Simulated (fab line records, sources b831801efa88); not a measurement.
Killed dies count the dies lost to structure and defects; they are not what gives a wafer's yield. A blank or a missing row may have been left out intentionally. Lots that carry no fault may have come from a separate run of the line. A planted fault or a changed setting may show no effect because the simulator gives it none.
What tool caused it? / flow sky130 / 13 lots, 39 wafers sampled, at 1 step of a route of 708

== WHAT EACH GAUGE READ, for each wafer ==
SKY_METAL1_THK_MEAS_06: measures by xrf.
lot=L445; measured=day 33 12:08; on=film metro-01; METAL1_ALCU_THK (nm)=252 252 251
lot=L446; measured=day 33 12:39; on=film metro-03; METAL1_ALCU_THK (nm)=246 247 247
lot=L448; measured=day 34 13:07; on=film metro-02; METAL1_ALCU_THK (nm)=253 252 254
lot=L450; measured=day 35 15:37; on=film metro-01; METAL1_ALCU_THK (nm)=249 247 249
lot=L451; measured=day 35 20:05; on=film metro-01; METAL1_ALCU_THK (nm)=248 247 248
lot=L452; measured=day 35 23:17; on=film metro-03; METAL1_ALCU_THK (nm)=251 248 249
lot=L454; measured=day 36 04:13; on=film metro-03; METAL1_ALCU_THK (nm)=256 254 257
lot=L455; measured=day 36 16:53; on=film metro-03; METAL1_ALCU_THK (nm)=248 252 252
lot=L458; measured=day 37 06:48; on=film metro-02; METAL1_ALCU_THK (nm)=246 246 247
lot=L460; measured=day 37 21:14; on=film metro-02; METAL1_ALCU_THK (nm)=249 249 248
lot=L462; measured=day 39 03:39; on=film metro-01; METAL1_ALCU_THK (nm)=251 250 253
lot=L464; measured=day 39 07:34; on=film metro-01; METAL1_ALCU_THK (nm)=247 256 252
lot=L465; measured=day 39 07:43; on=film metro-02; METAL1_ALCU_THK (nm)=252 248 249

== WHAT TOOL EACH LOT RAN ON (gives the tool, then ch and the chambers of the sampled wafers, and finally the start) ==
Record: no process step prior to these readings.

== WHAT THE TOOLS THEMSELVES READ (means of the sampled wafers that have a number; where no wafer has one, the mark that the record gives instead) ==
The record holds no such reading with a usual standard deviation.

== THE ANSWER, worked out from the rows above alone ==
Rule: what is usual is taken from the lots themselves. Put in order of their means at a reading, lots are off if they are a third of the lots or fewer, leave a main group of 4 or more, and stand apart from it by a gap of 3 or more times the standard deviation of the main group's means; of several such gaps the widest counts. A main group is skipped when, at the precision printed for the reading in the tables above, its means are all equal. Also off: a lot with no number at a reading for which 4 or more lots have one. Any other lot the step has rows for is counted as sound. Order of review: gauges by route order, followed by the tools' own readings, for which a lot's mean as printed above is used. At the first step where some lot is off, the reading lying furthest off is the one used; lots without a number count as furthest.
Nothing can be told from this: no lot is off at any reading shown.

== WHAT THE SIMULATOR PUT IN ==
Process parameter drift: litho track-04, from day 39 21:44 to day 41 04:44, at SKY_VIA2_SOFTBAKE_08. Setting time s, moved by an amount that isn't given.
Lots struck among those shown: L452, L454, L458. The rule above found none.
